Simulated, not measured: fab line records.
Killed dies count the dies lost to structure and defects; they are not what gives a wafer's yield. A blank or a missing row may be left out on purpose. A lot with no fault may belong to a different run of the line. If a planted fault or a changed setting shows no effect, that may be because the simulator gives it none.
A struck lot beside a sound one :: flow sky130 :: 14 steps out of a route of 708
Sound: these wafers, L441.2, L441.4, L441.5. Wafers L450.1, L450.4, L450.6 were the ones struck. At the end, the cause is stated.
At each step with rows: each side's tool, then ch and its chambers, then its first start. Under that, the readings that differ: sound wafers :: struck wafers :: difference of the means :: sigmas: that difference in standard deviations of wafers without a fault.
alike: words and numbers the same on both sides, and readings whose means are apart by under 2 such deviations; not compared: readings that were withheld, readings missing a value for some wafer, numbers with overlapping values and no deviation given by the record, and bounds like >300 which may hide the same value.
A row with sigmas, a row that says differs or no value, or rows on one side alone: a step with any of these is where the two part. Numbers that have no deviation but don't overlap get no sigmas and don't part them. A reading missing from all wafers of one side parts the sides only when that side holds two or more wafers.

first, 2 steps without rows for these wafers: SKY_VIA4_PEB_09; SKY_VIA4_DEVELOP_10 (develop time 60 s).
SKY_VIA4_OVL_MEAS_11:
  sound on overlay-02 at day 46 01:04; struck on overlay-01 at day 48 14:31
  alike: VIA4_OVL
SKY_VIA4_ETCH_12: etches SiO2 in C4F8/O2/Ar, stops on TiN, target depth 580 nm.
  sound on rie_diel-04 ch 0,1,3, day 46 01:06; struck on rie_diel-01 ch 0,2,3, day 48 14:32
  alike: oes_product_au
SKY_VIA4_STRIP_13: strips in O2/N2.
  sound on plasma_asher-04 ch 0,1, day 46 01:10; struck on plasma_asher-03 ch 0,1, day 48 14:37
  alike: drypump_motor_current_A, oes_product_au, strip_time_to_endpoint_s
  not compared: rf_hours_counter_h
then, 3 steps without rows for these wafers: SKY_VIA4_STRIP_14 (strips in post etch residue remover, time 1200 s); SKY_VIA4_CLEAN_15 (cleans in IPA, time 180 s); SKY_VIA4_CLEAN_16 (cleans in O3/DIW).
SKY_VIA4_SPUTTER_17: material TiN, target thk 20 nm, time 80 s.
  sound on pvd_sputter-01 at day 46 01:46; struck on pvd_sputter-01 at day 48 15:15
  alike: cathode_dc_power_W, throttle_valve_pct
SKY_VIA4_CVD_18: deposits W, target thk 505 nm, time 152.14 s.
  sound on cvd_w-01 ch 1, day 46 01:50; struck on cvd_w-02 ch 0,1, day 48 15:19
  alike: heater_power_w
SKY_VIA4_RS_MEAS_19: the measuring method here is four-point-probe.
  sound on film_metro-03 at day 46 02:00; struck on film_metro-03 at day 48 15:28
  alike: VIA4_W_RS
SKY_VIA4_THK_MEAS_20: measures by xrf.
  sound on film_metro-03 at day 46 02:07; struck on film_metro-03 at day 48 15:35
  alike: VIA4_W_THK
SKY_VIA4_CMP_21: polishes, stops on SiO2, t overpolish 25 s, target thk 0 nm.
  sound on cmp-02 ch 0,1,3, day 46 02:16; struck on cmp-01 ch 1,2,3, day 48 15:39
  no value came back on the struck wafers for any of 6 readings (edge_zone_pressure_frac, head_pressure_psi (psi) and others); on the sound wafers edge_zone_pressure_frac reads 0.999 1.003 1.003
reading: model.W_of_VIA4_CVD_18.thk_nm (nm)
sound: 0 0 0
struck: 504.5 513.8 507.8
difference: +508.7
sigmas: 

reading: model.SiO2_of_VIA4_HDPCVD_00.thk_nm (nm)
sound: 572.1 574.9 572.4
struck: 579.3 577.8 577.5
difference: +5.1
sigmas: 
-- the record jumps here: 2 days lie between the struck wafers' starts before and after (it left off in module VIA4 and takes up again in module PAD_OPEN, whose first step shown is number 708 of the route) --
SKY_PAD_OPEN_PROBE_99:
  sound on prober-01 at day 48 17:32; struck on prober-01 at day 51 00:06
reading: hold
sound: - - -
struck: await_dispo/16.6h/scrap await_dispo/16.6h/scrap await_dispo/16.6h/scrap
difference: no value on the sound wafers
sigmas: 

reading: defect_limited_yield (%)
sound: 80.1 86.0 82.9
struck: 0 0 0
difference: -83
sigmas: -40

reading: killed_at_M4_up
sound: 3 6 1
struck: 420 414 413
difference: +412
sigmas: +99 or more

reading: killed_dies
sound: 98 69 84
struck: 492 492 492
difference: +408
sigmas: +41

reading: killed_on_rim
sound: 17 13 16
struck: 96 96 96
difference: +81
sigmas: +21

reading: sort_bin_3_pad_short (%)
sound: 2.2 0.2 0.2
struck: 84.3 83.7 82.9
difference: +82.8
sigmas: +99 or more

reading: sort_n_pass
sound: 394 423 408
struck: 0 0 0
difference: -408
sigmas: -41

reading: sort_yield_pct (%)
sound: 80.1 86.0 82.9
struck: 0 0 0
difference: -83
sigmas: -40
  alike: killed_at_M0_to_M3, killed_at_contacts, killed_at_front_end, killed_at_other, killed_open, killed_short, sort_bin_5_function, sort_bin_6_memory

## WHERE THEY PART
Last at SKY_PAD_OPEN_PROBE_99 as far as this record goes, first at SKY_VIA4_CMP_21.

WHY: what the simulator had put in
Entire step skipped (cmp-01, SKY_VIA4_CMP_21), from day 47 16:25 onward. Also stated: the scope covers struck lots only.
